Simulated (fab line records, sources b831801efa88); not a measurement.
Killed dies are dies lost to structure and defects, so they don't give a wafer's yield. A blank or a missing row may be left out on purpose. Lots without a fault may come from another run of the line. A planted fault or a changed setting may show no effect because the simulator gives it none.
A struck lot beside a sound one | flow sky130 | 22 steps out of a route of 708
Sound: wafers L822.3, L822.4, L822.6. Struck: wafers L833.1, L833.3, L833.4. The cause comes at the end.
At each step with rows: each side's tool, then ch and its chambers, then its first start. Under that, the readings that differ: sound wafers | struck wafers | difference of the means | sigmas: that difference in standard deviations of wafers without a fault.
alike: readings whose means differ by less than 2 such deviations, and words and numbers that are the same on both sides. not compared: withheld readings, readings that some wafer has no value for, bounds like >300 that may hide the same value, and numbers for which the record gives no deviation and whose values overlap.
The two part at a step that has a row with sigmas, a row that says differs or no value, or rows on one side only. Numbers that don't overlap but have no deviation are shown without sigmas and don't part them. A reading that every wafer of one side lacks parts them only if that side has two wafers or more.

first, 4 steps without rows for these wafers: SKY_VT_ADJUST_PCH_SOFTBAKE_03; SKY_VT_ADJUST_PCH_EXPOSE_04 (exposes mask NWM, target cd 840 nm); SKY_VT_ADJUST_PCH_PEB_05; SKY_VT_ADJUST_PCH_DEVELOP_06 (develop time 60 s).
SKY_VT_ADJUST_PCH_OVL_MEAS_07:
  sound on overlay-02, day 11 01:26; struck on overlay-02, day 14 11:49
  reading                | sound          | struck      | difference | sigmas
  VT_ADJUST_PCH_OVL (nm) | -3.5 -3.1 -2.7 | 0.1 0.8 0.1 | +3.4       | +2
then, 1 step without rows for these wafers: SKY_VT_ADJUST_PCH_IMPLANT_08.
SKY_VT_ADJUST_PCH_STRIP_09: strips in O2/N2.
  sound on plasma_asher-02 ch 0,1, day 11 01:38; struck on plasma_asher-04 ch 0,1, day 14 12:01
  reading                     | sound       | struck      | difference | sigmas
  drypump_motor_current_A (A) | 4.9 5.5 4.9 | 6.2 5.9 6.2 | +1.0       | +3
  alike: chamber_pressure_mTorr, n2_flow_sccm, oes_product_au, strip_time_to_endpoint_s
  not compared: rf_hours_counter_h
SKY_VT_ADJUST_PCH_TW_MEAS_10:
  sound on film_metro-04, day 11 01:43; struck on film_metro-04, day 14 12:07
  alike: VT_ADJUST_PCH_TW
then, 4 steps without rows for these wafers: SKY_SONOS_TUNNEL_DEHYDRATE_00 (time 60 s); SKY_SONOS_TUNNEL_HMDS_01 (prime time 60 s); SKY_SONOS_TUNNEL_COAT_02 (resist thk 1140 nm); SKY_SONOS_TUNNEL_SOFTBAKE_03 (time 60 s).
SKY_SONOS_TUNNEL_EXPOSE_04: exposes mask TUNM, target cd 410 nm.
  sound on iline_stepper-02 ch 0, day 11 13:15; struck on iline_stepper-01 ch 0, day 15 01:13
  reading | sound                | struck            | difference | sigmas
  mask    | TUNM#0 TUNM#0 TUNM#0 | NWM#0 NWM#0 NWM#0 | differs    |
then, 2 steps without rows for these wafers: SKY_SONOS_TUNNEL_PEB_05; SKY_SONOS_TUNNEL_DEVELOP_06 (develop time 60 s).
SKY_SONOS_TUNNEL_CD_MEAS_07: target cd 410 nm.
  sound on cd_sem-02, day 12 00:19; struck on cd_sem-02, day 15 14:58
  reading    | sound             | struck | difference                    | sigmas
  cd_nm (nm) | 413.0 412.6 409.4 | - - -  | no value on the struck wafers |
SKY_SONOS_TUNNEL_OVL_MEAS_08:
  sound on overlay-02, day 12 00:24; struck on overlay-02, day 15 15:05
  reading               | sound       | struck | difference                    | sigmas
  SONOS_TUNNEL_OVL (nm) | 1.4 0.5 0.5 | - - -  | no value on the struck wafers |
then, 3 steps without rows for these wafers: SKY_SONOS_TUNNEL_IMPLANT_09; SKY_SONOS_TUNNEL_WET_ETCH_10 (etches SiO2 in dHF, target depth 14 nm, time 280 s); SKY_SONOS_TUNNEL_STRIP_11 (strips in SPM, time 600 s).
SKY_SONOS_TUNNEL_TW_MEAS_12:
  sound on film_metro-03, day 12 00:51; struck on film_metro-03, day 15 15:46
  reading         | sound             | struck         | difference | sigmas
  SONOS_TUNNEL_TW | 198.1 199.5 198.6 | 30.2 30.2 29.9 | -168.6     | -99 or more
  not compared: hold
SKY_PAD_OPEN_PROBE_99:
  the record has rows for the sound wafers here (prober-01, day 45 21:16) and none for the struck ones

WHERE THEY PART
First at SKY_VT_ADJUST_PCH_OVL_MEAS_07; last, within this record, at SKY_PAD_OPEN_PROBE_99.

WHY: what the simulator had put in
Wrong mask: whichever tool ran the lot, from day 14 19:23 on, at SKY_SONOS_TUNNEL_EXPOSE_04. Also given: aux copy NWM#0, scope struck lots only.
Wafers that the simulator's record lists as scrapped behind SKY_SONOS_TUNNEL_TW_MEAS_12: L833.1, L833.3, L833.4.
